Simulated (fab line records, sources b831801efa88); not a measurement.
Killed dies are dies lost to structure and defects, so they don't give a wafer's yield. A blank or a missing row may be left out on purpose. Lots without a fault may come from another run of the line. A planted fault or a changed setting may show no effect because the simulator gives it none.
A sampling plan put to the test | flow gf180mcu | one fab line, 45 faults that these records tell of, each judged on the records of the lots that it struck
The plan is the line's own looks: the steps of the route at which a gauge or an inspection reads the wafer and doesn't change it. A look can be judged if struck wafers have a number there and the file gives its usual mean and standard deviation on fault-free wafers. Caught: at a look after the fault's first step, the mean of the struck wafers lies 4 or more of those standard deviations (sigma) from the usual mean. On the tool: the same test on the tool's own readings at the fault's steps. Another recipe on the struck wafers, or a record that is blank for them alone, also counts as caught.

THE FAULTS, as the simulator had put them in
1. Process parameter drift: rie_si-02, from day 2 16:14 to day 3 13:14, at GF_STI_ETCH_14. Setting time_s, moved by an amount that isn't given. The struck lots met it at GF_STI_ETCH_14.
2. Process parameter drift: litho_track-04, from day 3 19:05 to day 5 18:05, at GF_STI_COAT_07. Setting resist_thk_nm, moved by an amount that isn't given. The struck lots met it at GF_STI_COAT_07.
3. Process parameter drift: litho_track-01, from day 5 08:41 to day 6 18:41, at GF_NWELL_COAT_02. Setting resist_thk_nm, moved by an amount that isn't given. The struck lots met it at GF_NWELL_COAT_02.
4. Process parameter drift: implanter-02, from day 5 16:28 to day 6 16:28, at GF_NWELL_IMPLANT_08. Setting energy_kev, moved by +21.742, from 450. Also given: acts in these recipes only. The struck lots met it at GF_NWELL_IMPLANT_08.
5. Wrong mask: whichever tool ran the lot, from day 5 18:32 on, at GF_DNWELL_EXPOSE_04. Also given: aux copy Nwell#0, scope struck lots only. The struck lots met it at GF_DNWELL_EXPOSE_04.
6. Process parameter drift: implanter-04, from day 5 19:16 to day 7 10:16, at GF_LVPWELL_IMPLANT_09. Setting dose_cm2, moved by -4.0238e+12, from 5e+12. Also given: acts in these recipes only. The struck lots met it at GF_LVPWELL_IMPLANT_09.
7. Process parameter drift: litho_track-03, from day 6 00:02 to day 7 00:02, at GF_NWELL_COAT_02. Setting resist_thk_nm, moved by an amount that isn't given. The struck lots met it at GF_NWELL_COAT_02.
8. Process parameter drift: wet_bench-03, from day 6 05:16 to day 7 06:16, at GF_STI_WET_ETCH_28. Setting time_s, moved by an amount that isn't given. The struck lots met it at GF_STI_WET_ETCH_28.
9. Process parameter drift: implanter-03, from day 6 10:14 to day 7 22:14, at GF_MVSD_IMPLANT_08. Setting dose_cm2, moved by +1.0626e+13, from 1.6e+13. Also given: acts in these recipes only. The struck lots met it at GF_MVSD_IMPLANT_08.
10. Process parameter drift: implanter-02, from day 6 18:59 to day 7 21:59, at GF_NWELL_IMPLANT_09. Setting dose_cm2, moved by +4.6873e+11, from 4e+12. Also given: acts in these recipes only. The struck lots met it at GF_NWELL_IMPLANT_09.
11. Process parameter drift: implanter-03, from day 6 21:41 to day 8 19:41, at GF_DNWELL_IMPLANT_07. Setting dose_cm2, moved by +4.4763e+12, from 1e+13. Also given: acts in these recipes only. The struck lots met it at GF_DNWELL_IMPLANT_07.
12. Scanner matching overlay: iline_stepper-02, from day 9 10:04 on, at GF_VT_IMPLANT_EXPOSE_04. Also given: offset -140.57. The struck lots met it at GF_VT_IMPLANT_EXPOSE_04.
13. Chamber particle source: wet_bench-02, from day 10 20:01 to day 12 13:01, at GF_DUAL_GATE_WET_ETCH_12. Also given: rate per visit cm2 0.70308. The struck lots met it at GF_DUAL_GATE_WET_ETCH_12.
14. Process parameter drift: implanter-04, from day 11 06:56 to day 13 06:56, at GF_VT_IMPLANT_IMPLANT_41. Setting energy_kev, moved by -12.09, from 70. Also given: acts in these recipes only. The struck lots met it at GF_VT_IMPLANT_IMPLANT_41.
15. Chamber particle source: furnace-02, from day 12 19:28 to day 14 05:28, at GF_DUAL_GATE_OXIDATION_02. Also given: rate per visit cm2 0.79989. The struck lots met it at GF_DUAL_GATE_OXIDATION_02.
16. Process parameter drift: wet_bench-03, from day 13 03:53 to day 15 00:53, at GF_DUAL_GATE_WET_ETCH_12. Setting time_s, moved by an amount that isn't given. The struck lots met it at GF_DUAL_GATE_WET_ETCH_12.
17. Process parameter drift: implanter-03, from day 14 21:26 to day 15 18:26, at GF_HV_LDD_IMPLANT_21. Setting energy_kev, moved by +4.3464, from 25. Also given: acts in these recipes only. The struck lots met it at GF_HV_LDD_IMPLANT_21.
18. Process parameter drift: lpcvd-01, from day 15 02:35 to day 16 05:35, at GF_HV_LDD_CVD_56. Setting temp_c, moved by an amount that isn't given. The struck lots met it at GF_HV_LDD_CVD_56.
19. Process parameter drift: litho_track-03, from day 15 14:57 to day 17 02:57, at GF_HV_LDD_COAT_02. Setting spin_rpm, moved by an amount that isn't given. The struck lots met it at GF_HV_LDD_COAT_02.
20. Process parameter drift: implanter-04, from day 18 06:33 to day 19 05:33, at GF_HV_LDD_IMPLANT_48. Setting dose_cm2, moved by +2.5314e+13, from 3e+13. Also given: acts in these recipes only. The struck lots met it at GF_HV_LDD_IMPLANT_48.
21. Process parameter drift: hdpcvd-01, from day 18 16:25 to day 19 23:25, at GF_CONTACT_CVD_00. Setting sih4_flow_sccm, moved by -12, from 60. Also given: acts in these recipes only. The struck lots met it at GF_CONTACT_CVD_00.
22. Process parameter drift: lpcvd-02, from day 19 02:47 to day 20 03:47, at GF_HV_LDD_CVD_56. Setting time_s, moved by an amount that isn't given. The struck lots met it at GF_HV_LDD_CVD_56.
23. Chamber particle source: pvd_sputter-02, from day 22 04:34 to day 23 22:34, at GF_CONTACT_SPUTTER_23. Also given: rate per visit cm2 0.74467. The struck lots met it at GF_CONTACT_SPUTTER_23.
24. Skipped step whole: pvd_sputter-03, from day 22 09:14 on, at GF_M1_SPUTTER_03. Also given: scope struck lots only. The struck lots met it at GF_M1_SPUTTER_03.
25. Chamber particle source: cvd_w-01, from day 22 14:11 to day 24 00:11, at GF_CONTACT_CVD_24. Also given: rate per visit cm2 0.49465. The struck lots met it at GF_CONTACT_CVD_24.
26. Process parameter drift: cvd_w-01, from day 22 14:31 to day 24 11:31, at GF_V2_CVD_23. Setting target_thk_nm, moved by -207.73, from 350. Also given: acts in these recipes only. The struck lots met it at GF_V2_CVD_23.
27. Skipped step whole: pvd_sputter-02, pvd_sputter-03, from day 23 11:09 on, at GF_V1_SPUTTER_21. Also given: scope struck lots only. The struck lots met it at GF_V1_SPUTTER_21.
28. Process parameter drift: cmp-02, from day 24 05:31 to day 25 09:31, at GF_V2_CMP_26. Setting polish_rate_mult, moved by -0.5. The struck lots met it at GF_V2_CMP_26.
29. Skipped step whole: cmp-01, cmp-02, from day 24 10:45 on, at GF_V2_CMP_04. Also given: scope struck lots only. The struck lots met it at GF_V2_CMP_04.
30. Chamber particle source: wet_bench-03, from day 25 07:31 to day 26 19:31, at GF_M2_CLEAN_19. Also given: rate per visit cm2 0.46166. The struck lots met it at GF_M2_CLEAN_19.
31. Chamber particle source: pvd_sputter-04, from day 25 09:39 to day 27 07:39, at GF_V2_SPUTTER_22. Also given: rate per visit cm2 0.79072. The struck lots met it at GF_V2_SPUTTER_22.
32. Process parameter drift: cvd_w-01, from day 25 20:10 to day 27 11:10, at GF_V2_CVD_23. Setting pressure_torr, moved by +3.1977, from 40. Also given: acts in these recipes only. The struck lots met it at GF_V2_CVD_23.
33. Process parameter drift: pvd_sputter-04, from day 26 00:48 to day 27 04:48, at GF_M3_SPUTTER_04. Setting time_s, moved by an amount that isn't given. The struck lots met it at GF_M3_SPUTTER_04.
34. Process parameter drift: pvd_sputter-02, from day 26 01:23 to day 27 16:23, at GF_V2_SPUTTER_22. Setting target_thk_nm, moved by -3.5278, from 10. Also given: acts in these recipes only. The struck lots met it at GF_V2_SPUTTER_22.
35. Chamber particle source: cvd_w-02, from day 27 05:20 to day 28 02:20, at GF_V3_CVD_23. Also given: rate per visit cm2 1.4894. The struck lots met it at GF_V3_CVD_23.
36. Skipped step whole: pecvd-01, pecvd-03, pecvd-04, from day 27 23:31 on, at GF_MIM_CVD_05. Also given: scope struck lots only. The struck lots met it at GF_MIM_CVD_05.
37. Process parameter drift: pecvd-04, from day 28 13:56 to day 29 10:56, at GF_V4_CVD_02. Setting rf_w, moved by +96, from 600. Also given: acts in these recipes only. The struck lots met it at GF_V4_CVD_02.
38. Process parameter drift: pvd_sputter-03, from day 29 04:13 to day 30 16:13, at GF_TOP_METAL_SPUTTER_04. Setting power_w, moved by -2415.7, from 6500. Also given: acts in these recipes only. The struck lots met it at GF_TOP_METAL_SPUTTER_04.
39. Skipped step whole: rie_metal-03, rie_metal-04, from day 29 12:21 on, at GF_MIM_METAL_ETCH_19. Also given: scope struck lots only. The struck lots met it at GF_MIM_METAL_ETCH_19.
40. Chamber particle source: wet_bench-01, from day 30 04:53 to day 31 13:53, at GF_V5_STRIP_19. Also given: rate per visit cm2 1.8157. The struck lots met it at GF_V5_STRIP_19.
41. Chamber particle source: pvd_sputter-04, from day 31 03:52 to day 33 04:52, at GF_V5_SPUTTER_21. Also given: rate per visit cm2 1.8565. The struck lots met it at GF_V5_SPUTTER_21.
42. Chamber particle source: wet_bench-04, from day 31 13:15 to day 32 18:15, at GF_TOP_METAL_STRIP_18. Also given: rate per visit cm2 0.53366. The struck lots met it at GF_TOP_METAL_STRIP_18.
43. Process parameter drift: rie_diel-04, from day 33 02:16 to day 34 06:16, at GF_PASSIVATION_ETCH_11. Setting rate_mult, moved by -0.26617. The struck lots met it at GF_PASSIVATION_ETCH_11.
44. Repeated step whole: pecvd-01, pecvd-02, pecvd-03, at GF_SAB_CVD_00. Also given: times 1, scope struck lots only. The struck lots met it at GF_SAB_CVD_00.
45. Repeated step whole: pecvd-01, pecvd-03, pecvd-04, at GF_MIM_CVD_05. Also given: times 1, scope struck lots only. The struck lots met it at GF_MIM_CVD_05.

WHAT THE PLAN SAW
fault | on the tool itself                               | first look that catches it                      | reading, sigma                                        | median hours from its first step to that look | hours from the fault's start to the first struck lot there | judged looks passed uncaught
1     | run_length_s +29 sigma                           | no look after it can be judged                  | -                                                     | -                                             | -                                                          | 0
2     | no reading that can be judged                    | not the one look that can be judged after it    | -                                                     | -                                             | -                                                          | 1
3     | under 2 sigma                                    | none of the 3 looks that can be judged after it | -                                                     | -                                             | -                                                          | 3
4     | beam_energy_keV +99 or beyond sigma              | none of the 2 looks that can be judged after it | strongest: NWELL_RS at GF_VT_IMPLANT_RS_MEAS_47, -2.9 | -                                             | -                                                          | 2
5     | under 2 sigma                                    | GF_DNWELL_TW_MEAS_09                            | DNWELL_TW -77                                         | 7.4                                           | 9                                                          | 0
6     | dose_ions_cm2 -99 or beyond sigma                | GF_VT_IMPLANT_RS_MEAS_48                        | LVPWELL_RS +68                                        | 97.3                                          | 100                                                        | 1
7     | no reading that can be judged                    | no look after it can be judged                  | -                                                     | -                                             | -                                                          | 0
8     | run_length_s -11 sigma                           | none of the 4 looks that can be judged after it | -                                                     | -                                             | -                                                          | 4
9     | dose_ions_cm2 +99 or beyond sigma                | GF_MVSD_TW_MEAS_11                              | MVSD_TW +10                                           | 0.4                                           | 4                                                          | 0
10    | dose_ions_cm2 +99 or beyond sigma                | GF_VT_IMPLANT_RS_MEAS_47                        | NWELL_RS -6.3                                         | 122.9                                         | 134                                                        | 0
11    | dose_ions_cm2 +99 or beyond sigma                | GF_DNWELL_TW_MEAS_09                            | DNWELL_TW +10                                         | 0.2                                           | 4                                                          | 0
12    | under 2 sigma                                    | GF_VT_IMPLANT_OVL_MEAS_07                       | VT_IMPLANT_OVL -93                                    | 8.3                                           | 16                                                         | 0
13    | no reading that can be judged                    | not the one look that can be judged after it    | -                                                     | -                                             | -                                                          | 1
14    | beam_energy_keV -99 or beyond sigma              | GF_VT_IMPLANT_TW_MEAS_43                        | VT_IMPLANT_4_TW -4.3                                  | 0.2                                           | 5                                                          | 0
15    | under 2 sigma                                    | none of the 5 looks that can be judged after it | -                                                     | -                                             | -                                                          | 5
16    | run_length_s -62 sigma                           | no look after it can be judged                  | -                                                     | -                                             | -                                                          | 0
17    | beam_energy_keV +99 or beyond sigma              | no look after it can be judged                  | -                                                     | -                                             | -                                                          | 0
18    | spike_tc_lower_C +11 sigma                       | GF_HV_LDD_THK_MEAS_57                           | HV_LDD_CVD_56_THK +29                                 | 1.4                                           | 9                                                          | 0
19    | spin_speed_rpm +99 or beyond sigma               | not the one look that can be judged after it    | -                                                     | -                                             | -                                                          | 1
20    | dose_ions_cm2 +99 or beyond sigma                | GF_HV_LDD_TW_MEAS_50                            | HV_LDD_4_TW +12                                       | 0.2                                           | 1                                                          | 0
21    | sih4_flow_sccm -66 sigma                         | GF_CONTACT_THK_MEAS_01                          | CONTACT_CVD_00_THK -15                                | 0.1                                           | 7                                                          | 0
22    | under 2 sigma                                    | GF_HV_LDD_THK_MEAS_57                           | HV_LDD_CVD_56_THK -9.2                                | 1.4                                           | 6                                                          | 0
23    | under 2 sigma                                    | none of the 2 looks that can be judged after it | -                                                     | -                                             | -                                                          | 2
24    | the tool's record is blank for the struck wafers | no look after it can be judged                  | -                                                     | -                                             | -                                                          | 0
25    | under 2 sigma                                    | no look after it can be judged                  | -                                                     | -                                             | -                                                          | 0
26    | under 2 sigma                                    | GF_V2_RS_MEAS_24                                | V2_W_RS +99 or beyond                                 | 0.1                                           | 8                                                          | 0
27    | the tool's record is blank for the struck wafers | not the one look that can be judged after it    | -                                                     | -                                             | -                                                          | 1
28    | overpolish_run_s -99 or beyond sigma             | no look after it can be judged                  | -                                                     | -                                             | -                                                          | 0
29    | the tool's record is blank for the struck wafers | no look after it can be judged                  | -                                                     | -                                             | -                                                          | 0
30    | no reading that can be judged                    | none of the 2 looks that can be judged after it | -                                                     | -                                             | -                                                          | 2
31    | under 2 sigma                                    | not the one look that can be judged after it    | -                                                     | -                                             | -                                                          | 1
32    | chamber_pressure_Torr +36 sigma                  | none of the 2 looks that can be judged after it | strongest: V2_W_RS at GF_V2_RS_MEAS_24, -2.5          | -                                             | -                                                          | 2
33    | under 2 sigma                                    | none of the 7 looks that can be judged after it | -                                                     | -                                             | -                                                          | 7
34    | under 2 sigma                                    | no look after it can be judged                  | -                                                     | -                                             | -                                                          | 0
35    | under 2 sigma                                    | not the one look that can be judged after it    | -                                                     | -                                             | -                                                          | 1
36    | the tool's record is blank for the struck wafers | no look after it can be judged                  | -                                                     | -                                             | -                                                          | 0
37    | rf_fwd_power_W +50 sigma                         | not the one look that can be judged after it    | strongest: V4_CVD_02_THK at GF_V4_THK_MEAS_03, +3.4   | -                                             | -                                                          | 1
38    | cathode_dc_power_W -99 or beyond sigma           | none of the 4 looks that can be judged after it | -                                                     | -                                             | -                                                          | 4
39    | the tool's record is blank for the struck wafers | no look after it can be judged                  | -                                                     | -                                             | -                                                          | 0
40    | no reading that can be judged                    | no look after it can be judged                  | -                                                     | -                                             | -                                                          | 0
41    | under 2 sigma                                    | none of the 2 looks that can be judged after it | -                                                     | -                                             | -                                                          | 2
42    | no reading that can be judged                    | not the one look that can be judged after it    | -                                                     | -                                             | -                                                          | 1
43    | oes_product_au -16 sigma                         | no look after it can be judged                  | -                                                     | -                                             | -                                                          | 0
44    | under 2 sigma                                    | GF_SAB_THK_MEAS_01                              | SAB_CVD_00_THK +67                                    | 0.2                                           | -                                                          | 0
45    | under 2 sigma                                    | GF_MIM_THK_MEAS_06                              | MIM_CVD_05_THK +79                                    | 0.2                                           | -                                                          | 0
A dash: the fault isn't caught, or these records don't give the number.

Caught at a look: 14 of 45. Caught on the tool: 24 of 45. By one or the other: 30 of 45.
Caught on the tool alone: faults 1, 4, 8, 16, 17, 19, 24, 27, 28, 29, 32, 36, 37, 38, 39, 43.
Caught at a look alone: faults 5, 12, 22, 26, 44, 45.
Caught by neither: faults 2, 3, 7, 13, 15, 23, 25, 30, 31, 33, 34, 35, 40, 41, 42.

THINNER SAMPLING
If the look that catches a fault measured only every second or every third lot, by lot number, the first struck lot would be measured this late in the worst case:
fault | struck lots at that look, in order of time | every lot | every second lot | every third lot
5     | L871                                       | 9 h       | may miss it      | may miss it
6     | L756, L757                                 | 100 h     | 108 h            | may miss all 2
9     | L284, L285, L287, L288                     | 4 h       | 11 h             | may miss all 4
10    | L572, L573                                 | 134 h     | 139 h            | may miss all 2
11    | L252, L255                                 | 4 h       | 18 h             | may miss all 2
12    | L280, L282                                 | 16 h      | may miss all 2   | may miss all 2
14    | L516, L518                                 | 5 h       | may miss all 2   | may miss all 2
18    | L320, L321                                 | 9 h       | 21 h             | may miss all 2
20    | L957, L958                                 | 1 h       | 13 h             | may miss all 2
21    | L130, L131, L132                           | 7 h       | 7 h              | 23 h
22    | L772, L773                                 | 6 h       | 8 h              | may miss all 2
26    | L133, L132                                 | 8 h       | 10 h             | may miss all 2
Hours are from the fault's start to the first struck lot that is measured. The limit of 4 sigma was tested on all struck wafers together, so one lot alone may lie under it. Other struck lots may not be in these records.

THE LONGEST TIMED WAY FROM STEP TO LOOK
Fault 10: a median of 122.9 hours passes between GF_NWELL_IMPLANT_09 and GF_VT_IMPLANT_RS_MEAS_47. No look between them can be judged.
